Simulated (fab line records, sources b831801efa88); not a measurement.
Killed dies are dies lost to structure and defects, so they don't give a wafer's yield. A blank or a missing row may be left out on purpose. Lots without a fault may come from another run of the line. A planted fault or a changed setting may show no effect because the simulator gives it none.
Which tool did it? | flow sky130 | 11 lots, 33 wafers sampled, at 1 step of a route of 708

WHAT THE GAUGES READ, wafer by wafer
SKY_LI_CONTACT_OVL_MEAS_13.
lot  | measured     | on         | LI_CONTACT_OVL (nm)
L391 | day 30 11:01 | overlay-01 | 2 3 9
L393 | day 31 12:19 | overlay-01 | 1 5 -3
L395 | day 31 15:01 | overlay-01 | 0 1 10
L396 | day 32 14:43 | overlay-02 | 6 -2 -1
L398 | day 33 04:40 | overlay-01 | 3 5 10
L400 | day 34 10:17 | overlay-02 | -6 -4 5
L406 | day 34 17:50 | overlay-01 | 4 -4 -9
L408 | day 35 07:40 | overlay-01 | -2 2 -4
L409 | day 35 08:40 | overlay-01 | 4 2 2
L410 | day 35 18:10 | overlay-01 | 13 6 -4
L413 | day 36 13:07 | overlay-01 | 1 -8 3

WHICH TOOL RAN EACH LOT (tool, then ch and the chambers of the sampled wafers, then the start)
The record holds no process step before these readings.

THE ANSWER, worked out from the rows above alone
Rule: what is usual is taken from the lots themselves. Put in order of their means at a reading, lots are off if they are a third of the lots or fewer, leave a main group of 4 or more, and stand apart from it by a gap of 3 or more times the standard deviation of the main group's means; of several such gaps the widest counts. A main group whose means are all the same, to the digits that the tables above print for the reading, isn't used. A lot without any number at a reading at which 4 lots or more have one is off too. The other lots that the step has rows for count as sound.
No lot is off at any reading shown: from this, nothing can be told.

WHAT THE SIMULATOR HAD PUT IN
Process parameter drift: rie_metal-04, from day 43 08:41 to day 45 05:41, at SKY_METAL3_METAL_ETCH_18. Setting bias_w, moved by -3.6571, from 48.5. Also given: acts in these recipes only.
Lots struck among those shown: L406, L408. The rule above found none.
